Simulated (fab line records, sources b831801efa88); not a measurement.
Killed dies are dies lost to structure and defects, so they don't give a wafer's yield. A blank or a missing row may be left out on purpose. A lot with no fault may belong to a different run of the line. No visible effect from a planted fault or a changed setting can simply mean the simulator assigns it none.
fab line records	flow sky130
record lots=12	wafers=36	lastDay=50
route steps=708 shown CAP2M@605 METAL4@630 METAL5@663 PAD_OPEN@708
lots that met no fault: from a run of the same line without faults
startH: hours from the record's first day to the start of the lot's first wafer shown	waitH: how many hours have passed since the lot's step before this one	" repeats the value in the row above	L1.1+2: one row covering several wafers at once	- no value, or no start given	* or withheld: withheld	< > ~ a bound
route shown NAME@n: NAME is a module with steps in the file, n the number in the route of the first one	usual: mean/standard deviation taken from wafers without a fault	same: alike in all rows	chamber/n: place in a boat	sites: readings site by site	_std_site: standard deviation across them	_edge_site: outer sites' mean less inner sites'	radiusMm: for every site, how far away it sits from the centre of the wafer	mask NAME#n: copy n	behind: the tool/chamber that last shaped the wafer	hold: why the lot went on hold/how many hours it stayed there/how the hold came to an end	device: the transistor (n, p or np) that didn't switch	end of line: tests run on the same wafers once the route is complete	step lacking rows: just its recipe	killed: the dies lost at the first sort to structure and to defects; this is not the yield of the wafer	map: a wafer's dies, marking killed ones x, the rest . and places with no die _
set.NAME: the setting that was run; set.NAME@STEP: the one run at that earlier step	model.NAME: the simulator's own value behind a step, which no gauge read
steps of the route over a sample of lots; a table a step, a row a wafer
services: from which hour (startH, from the record's first day; less than 0 if before it) a tool's chamber was out of use, for how many hours, and why
## steps
# step SKY_CAP2M_SPUTTER_02
# recipe material=TiN	targetThkNm=200	tempC=300	powerW=6593	timeS=166.7	chamberPressurePa=0.4
# usual chamberPressurePa=0.4000/0.00069	throttleValvePct=29.5/0.89
lot.wafer	tool	chamber	startH	waitH	chamberPressurePa	throttleValvePct
L918.1	pvdSputter-04	-	937.65	0.1	0.3993	30.1
L918.4	"	-	"	"	0.4006	29.4
L918.6	"	-	"	"	0.4004	29.5
L920.1	pvdSputter-04	-	948.35	0.1	0.3998	29.6
L920.4	"	-	"	"	0.3998	28.2
L920.6	"	-	"	"	0.3999	28.2
L921.2	pvdSputter-03	-	957.72	0.0	0.3978	29.0
L921.3	"	-	"	"	0.3997	29.5
L921.5	"	-	"	"	0.3986	29.3
L924.1	pvdSputter-01	-	977.64	0.1	0.4012	27.7
L924.4	"	-	"	"	0.4000	30.1
L924.5	"	-	"	"	0.4000	30.0
L922.2	pvdSputter-03	-	978.07	0.0	0.4001	30.9
L922.5	"	-	"	"	0.4004	29.6
L922.6	"	-	"	"	0.3991	29.3
L925.1	pvdSputter-01	-	996.37	0.1	0.3989	29.5
L925.2	"	-	"	"	0.4008	27.5
L925.6	"	-	"	"	0.4000	29.3
L926.1	pvdSputter-04	-	1003.96	0.1	0.4006	27.9
L926.2	"	-	"	"	0.4000	29.8
L926.4	"	-	"	"	0.4008	28.1
L927.2	pvdSputter-03	-	1004.44	0.0	0.4006	30.8
L927.3	"	-	"	"	0.4002	31.2
L927.6	"	-	"	"	0.4006	30.9
L928.2	pvdSputter-01	-	1010.59	0.0	0.3993	29.4
L928.3	"	-	"	"	0.4001	27.6
L928.4	"	-	"	"	0.4010	29.9
L929.1	pvdSputter-04	-	1014.77	0.1	0.3992	30.0
L929.4	"	-	"	"	0.4001	30.0
L929.5	"	-	"	"	0.4004	29.6
L937.1	pvdSputter-04	-	1067.85	0.1	0.4005	29.7
L937.4	"	-	"	"	0.3995	30.1
L937.5	"	-	"	"	0.4008	30.2
L939.1	pvdSputter-04	-	1076.21	0.1	0.3986	28.0
L939.2	"	-	"	"	0.4006	29.8
L939.4	"	-	"	"	0.3998	29.3
# step SKY_METAL4_OVL_MEAS_14
# usual METAL4_OVL=3/4.8
lot.wafer	tool	chamber	startH	waitH	METAL4_OVL[nm]
L918.1	overlay-02	-	987.32	0.1	0
L918.4	"	-	"	"	9
L918.6	"	-	"	"	6
L920.1	overlay-01	-	998.05	0.1	-4
L920.4	"	-	"	"	-3
L920.6	"	-	"	"	0
L921.2	overlay-01	-	1005.62	0.1	4
L921.3	"	-	"	"	-4
L921.5	"	-	"	"	-1
L924.1	overlay-02	-	1025.27	0.1	2
L924.4	"	-	"	"	-1
L924.5	"	-	"	"	-2
L922.2	overlay-01	-	1025.43	0.1	-2
L922.5	"	-	"	"	5
L922.6	"	-	"	"	-2
L925.1	overlay-02	-	1043.80	0.1	1
L925.2	"	-	"	"	5
L925.6	"	-	"	"	0
L926.1	overlay-01	-	1051.07	0.1	11
L926.2	"	-	"	"	14
L926.4	"	-	"	"	10
L927.2	overlay-02	-	1051.49	0.1	-4
L927.3	"	-	"	"	-2
L927.6	"	-	"	"	-2
L928.2	overlay-02	-	1056.86	0.1	4
L928.3	"	-	"	"	6
L928.4	"	-	"	"	-1
L929.1	overlay-02	-	1061.07	0.1	5
L929.4	"	-	"	"	-2
L929.5	"	-	"	"	3
L937.1	overlay-02	-	1109.57	0.1	19
L937.4	"	-	"	"	8
L937.5	"	-	"	"	5
L939.1	overlay-01	-	1117.02	0.1	-4
L939.2	"	-	"	"	1
L939.4	"	-	"	"	9
# step SKY_METAL4_STRIP_19
# recipe chemistry=O2/N2	powerW=1400	pressureMtorr=1500	platenTempC=withheld	o2FlowSccm=3000	n2FlowSccm=300	overashFraction=0.5
# usual drypumpMotorCurrentA=5.8/0.4	n2FlowSccm=299.8/0.84	oesProductAu=0.502/0.006	stripTimeToEndpointS=6.53/0.084
lot.wafer	tool	chamber	startH	waitH	drypumpMotorCurrentA	n2FlowSccm	oesProductAu	rfHoursCounterH	stripTimeToEndpointS
L918.1	plasmaAsher-01	1	987.81	0.1	5.2	299.9	0.505	56	6.53
L918.4	"	0	"	"	6.3	300.3	0.500	-	6.56
L918.6	"	0	"	"	6.3	300.0	0.503	-	6.50
L920.1	plasmaAsher-04	1	998.41	0.1	5.7	299.3	0.504	119	6.51
L920.4	"	1	"	"	5.7	300.1	0.510	-	6.51
L920.6	"	1	"	"	5.7	300.4	0.503	-	6.47
L921.2	plasmaAsher-03	0	1005.98	0.1	5.9	299.1	0.501	24	6.52
L921.3	"	1	"	"	6.1	299.5	0.499	-	6.53
L921.5	"	0	"	"	5.9	299.9	0.508	-	6.66
L924.1	plasmaAsher-03	1	1025.76	0.1	6.2	300.9	0.501	26	6.52
L924.4	"	0	"	"	6.0	299.7	0.505	-	6.57
L924.5	"	0	"	"	5.9	300.2	0.496	-	6.54
L922.2	plasmaAsher-04	1	1025.96	0.2	5.7	300.6	0.508	122	6.60
L922.5	"	0	"	"	5.3	300.0	0.501	-	6.57
L922.6	"	1	"	"	5.7	300.6	0.503	-	6.64
L925.1	plasmaAsher-01	0	1044.16	0.1	6.3	300.1	0.504	61	6.57
L925.2	"	1	"	"	5.2	301.4	0.515	61	6.59
L925.6	"	1	"	"	5.2	300.3	0.500	-	6.57
L926.1	plasmaAsher-03	0	1051.43	0.1	5.9	298.9	0.496	29	6.59
L926.2	"	1	"	"	6.1	300.1	0.497	29	6.46
L926.4	"	1	"	"	6.1	300.1	0.502	-	6.44
L927.2	plasmaAsher-03	1	1051.85	0.1	6.1	300.6	0.488	29	6.43
L927.3	"	1	"	"	6.1	299.7	0.497	-	6.48
L927.6	"	0	"	"	5.9	300.5	0.500	-	6.58
L928.2	plasmaAsher-01	0	1057.21	0.1	6.3	297.6	0.508	63	6.53
L928.3	"	1	"	"	5.2	299.0	0.501	-	6.43
L928.4	"	0	"	"	6.3	298.7	0.499	-	6.56
L929.1	plasmaAsher-03	0	1061.43	0.1	5.9	297.5	0.493	30	6.56
L929.4	"	1	"	"	6.1	300.5	0.498	-	6.38
L929.5	"	0	"	"	5.9	299.2	0.500	-	6.55
L937.1	plasmaAsher-01	1	1109.93	0.1	5.2	298.3	0.499	68	6.50
L937.4	"	1	"	"	5.2	300.1	0.507	-	6.53
L937.5	"	0	"	"	6.3	300.0	0.501	-	6.51
L939.1	plasmaAsher-01	1	1117.38	0.1	5.2	299.7	0.500	69	6.49
L939.2	"	0	"	"	6.3	300.4	0.507	69	6.54
L939.4	"	1	"	"	5.2	300.8	0.505	-	6.50
# step SKY_METAL5_SPUTTER_02
# recipe material=AlCu	targetThkNm=1150	powerW=10600	timeS=61.2	chamberPressurePa=0.4
# usual chamberPressurePa=0.3999/0.00078	throttleValvePct=30.0/1.1
lot.wafer	tool	chamber	startH	waitH	chamberPressurePa	throttleValvePct
L918.1	pvdSputter-03	-	1014.15	0.0	0.3999	30.7
L918.4	"	-	"	"	0.3994	29.8
L918.6	"	-	"	"	0.3996	29.5
L920.1	pvdSputter-03	-	1024.21	0.0	0.3995	29.3
L920.4	"	-	"	"	0.3993	29.8
L920.6	"	-	"	"	0.3999	31.1
L921.2	pvdSputter-03	-	1031.46	0.0	0.4000	30.8
L921.3	"	-	"	"	0.3998	29.4
L921.5	"	-	"	"	0.4002	30.8
L924.1	pvdSputter-03	-	1051.64	0.0	0.3994	31.2
L924.4	"	-	"	"	0.3998	29.6
L924.5	"	-	"	"	0.3995	31.2
L922.2	pvdSputter-04	-	1051.84	0.0	0.3997	29.4
L922.5	"	-	"	"	0.3977	30.0
L922.6	"	-	"	"	0.4002	29.8
L925.1	pvdSputter-02	-	1069.71	0.0	0.3991	31.9
L925.2	"	-	"	"	0.3995	29.7
L925.6	"	-	"	"	0.4012	27.6
L926.1	pvdSputter-03	-	1076.21	0.0	0.4012	29.3
L926.2	"	-	"	"	0.3989	29.5
L926.4	"	-	"	"	0.4003	30.5
L927.2	pvdSputter-04	-	1076.36	0.0	0.4021	28.1
L927.3	"	-	"	"	0.4017	30.1
L927.6	"	-	"	"	0.4012	30.0
L929.1	pvdSputter-03	-	1084.75	0.0	0.4004	29.2
L929.4	"	-	"	"	0.3985	31.2
L929.5	"	-	"	"	0.4011	28.9
L928.2	pvdSputter-02	-	1116.02	34.8	0.4004	30.6
L928.3	"	-	"	"	0.4005	29.9
L928.4	"	-	"	"	0.3998	27.5
L937.1	pvdSputter-02	-	1132.20	0.0	0.3859	30.5
L937.4	"	-	"	"	0.3868	31.2
L937.5	"	-	"	"	0.3871	28.3
L939.1	pvdSputter-02	-	1142.63	0.0	0.3866	32.8
L939.2	"	-	"	"	0.3861	28.2
L939.4	"	-	"	"	0.3872	30.8
# step SKY_PAD_OPEN_PROBE_99
# usual defectLimitedYield=82.9/1.9	killed_at_M0_to_M3=42/6.3	killed_at_M4_up=2.8/1.9	killedAtContacts=23/5.3	killedAtFrontEnd=16/4.3	killedAtOther=0.2/0.51	killedDies=84/9.3	killedOpen=46/7.6	killedShort=38/6.3	sort_bin_3_pad_short=0.8/0.41	sort_bin_5_function=10.0/1.4	sort_bin_6_memory=6.2/1.1	sort_bin_8_speed=0.00/0.017	sortNPass=408/9.3	sortYieldPct=82.9/1.9
# same grossDies=492	killedAtBackSide=0	sort_bin_4_leakage[%]=0
lot.wafer	tool	chamber	startH	waitH	defectLimitedYield[%]	killed_at_M0_to_M3	killed_at_M4_up	killedAtContacts	killedAtFrontEnd	killedAtOther	killedDies	killedOpen	killedShort	sort_bin_3_pad_short[%]	sort_bin_5_function[%]	sort_bin_6_memory[%]	sort_bin_8_speed[%]	sortNPass	sortYieldPct[%]
L928.2	prober-01	-	1176.62	0.1	81.9	38	5	29	17	0	89	44	45	1.8	9.8	6.5	0	403	81.9
L928.3	prober-01	-	1176.67	0.2	81.5	48	4	19	19	1	91	46	45	1.2	11.4	5.9	0	401	81.5
L928.4	prober-01	-	1176.72	0.2	84.3	36	2	26	13	0	77	40	37	0.8	9.1	5.7	0	415	84.3
# killed by level:class
L928.2 CONTACT:geometricParticle:open=10 VIA2:geometricParticle:open=8 VIA1:geometricParticle:open=7 FIELD_ISO:geometricParticle:short=6 POLY_GATE:geometricParticle:open=6 LOCAL_INTERCONNECT:geometricParticle:short=6 CONTACT:geometricParticle:short=6 LI_CONTACT:geometricParticle:open=5
L928.3 VIA1:geometricParticle:open=9 CONTACT:geometricParticle:open=8 CONTACT:geometricParticle:short=8 METAL1:geometricParticle:short=8 VIA3:geometricParticle:open=7 METAL2:geometricParticle:short=6 FIELD_ISO:geometricParticle:open=5 VIA2:geometricParticle:open=5
L928.4 CONTACT:geometricParticle:open=9 VIA1:geometricParticle:open=9 LI_CONTACT:geometricParticle:open=6 VIA2:geometricParticle:open=6 METAL2:geometricParticle:short=6 CONTACT:geometricParticle:short=5 FIELD_ISO:geometricParticle:open=4 LOCAL_INTERCONNECT:geometricParticle:short=4
## services
tool	chamber	startH	hours	kind
pvdSputter-01	-	943.66	3.0	repair
pvdSputter-03	-	945.22	2.5	repair
pvdSputter-03	-	946.85	3.5	repair
plasmaAsher-03	-	966.21	14.6	pm
pvdSputter-02	-	993.35	5.5	repair
pvdSputter-03	-	995.67	5.6	repair
plasmaAsher-04	-	1002.17	1.3	repair
plasmaAsher-01	-	1012.65	1.5	repair
pvdSputter-02	-	1015.64	4.9	repair
pvdSputter-02	-	1048.61	1.5	repair
plasmaAsher-04	-	1049.25	4.8	repair
plasmaAsher-04	-	1055.25	9.0	pm
plasmaAsher-04	0	1055.25	9.0	ventCycle
plasmaAsher-04	1	1055.25	9.0	ventCycle
plasmaAsher-04	0	1064.25	-	clean
plasmaAsher-04	1	1064.25	-	clean
pvdSputter-02	-	1075.05	1.3	repair
plasmaAsher-01	-	1112.49	2.8	pm
plasmaAsher-01	-	1119.76	14.6	pm
plasmaAsher-04	-	1120.76	15.6	pm
## key
firstSign step=SKY_METAL5_SPUTTER_02	reading=chamberPressurePa	direction=down	sigmas=17	usual=0.3999	struck=0.3866
effect none on later readings
metAt SKY_METAL5_SPUTTER_02
struckLots L937,L939
notActingAt SKY_CAP2M_SPUTTER_02,SKY_METAL4_OVL_MEAS_14,SKY_METAL4_STRIP_19
onsetBetween 1116.02 1132.20
fault kind=processParameterDrift	tool=pvdSputter-02	chamber=-	onsetH=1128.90	steps=SKY_METAL5_SPUTTER_02	channel=chamberPressurePa	offset=-0.01305	shape=step	endH=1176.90	actsIn=theseRecipesOnly	stated=0.4
